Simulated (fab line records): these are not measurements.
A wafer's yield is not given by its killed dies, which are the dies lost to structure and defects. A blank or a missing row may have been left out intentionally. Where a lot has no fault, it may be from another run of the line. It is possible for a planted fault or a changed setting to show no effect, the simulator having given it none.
Chamber matching | flow sky130 | rieDiel-03 running SKY_POLY_CUT_ETCH_10: 4 sister chambers
The step etches BARC in N2/H2, stops on SiO2, time 45.9 s, target depth 60 nm. 8 wafers are shown with their chamber, then 12 later ones without.

WAFERS PAIRED WITH THEIR CHAMBERS
wafer  | chamber | drypumpMotorCurrentA (A) | rfFwdPowerW (W)
L078.5 | 1       | 5.99                     | 497.3
L085.1 | 3       | 5.91                     | 494.6
L085.4 | 0       | 5.72                     | 492.3
L086.3 | 3       | 5.87                     | 493.6
L086.4 | 0       | 5.73                     | 490.8
L088.1 | 1       | 5.97                     | 493.6
L088.2 | 2       | 5.61                     | 494.9
L088.5 | 2       | 5.61                     | 493.9

WAFERS WITHOUT THEIR CHAMBER
wafer  | drypumpMotorCurrentA (A) | rfFwdPowerW (W)
L089.1 | 5.98                     | 497.6
L089.4 | 5.98                     | 495.7
L089.6 | 5.72                     | 489.4
L091.1 | 5.98                     | 495.0
L091.2 | 5.88                     | 492.9
L091.5 | 6.00                     | 495.2
L093.1 | 5.89                     | 493.6
L093.2 | 5.98                     | 496.4
L093.5 | 5.89                     | 493.1
L094.1 | 5.97                     | 495.9
L094.4 | 5.72                     | 491.7
L094.5 | 5.61                     | 495.6

WHICH CHAMBER EACH ONE RAN IN
wafer  | from the rows above | in truth
L089.1 | 1                   | 1
L089.4 | 1                   | 1
L089.6 | 0                   | 0
L091.1 | 1                   | 1
L091.2 | 3                   | 3
L091.5 | 1                   | 1
L093.1 | 3                   | 3
L093.2 | 1                   | 1
L093.5 | 3                   | 3
L094.1 | 1                   | 1
L094.4 | 0                   | 0
L094.5 | 2                   | 2
Correctly placed: 12 of 12. From these rows, 0 cannot be placed. Placed wrongly: 0.
How it was worked out, from the rows above alone: a wafer's distance from a chamber is the root of the sum, over the readings, of the square of ((its reading less the chamber's mean) divided by the reading's scatter). If the next closest chamber is less than 2 further off than the closest, the wafer can't be placed; otherwise it belongs to the closest. The mean given for a chamber averages the wafers shown for that chamber. How the scatter is found: for the shown wafers, subtract from each reading the mean of its chamber, square and add these, divide the total by (wafers less chambers), then take the root.
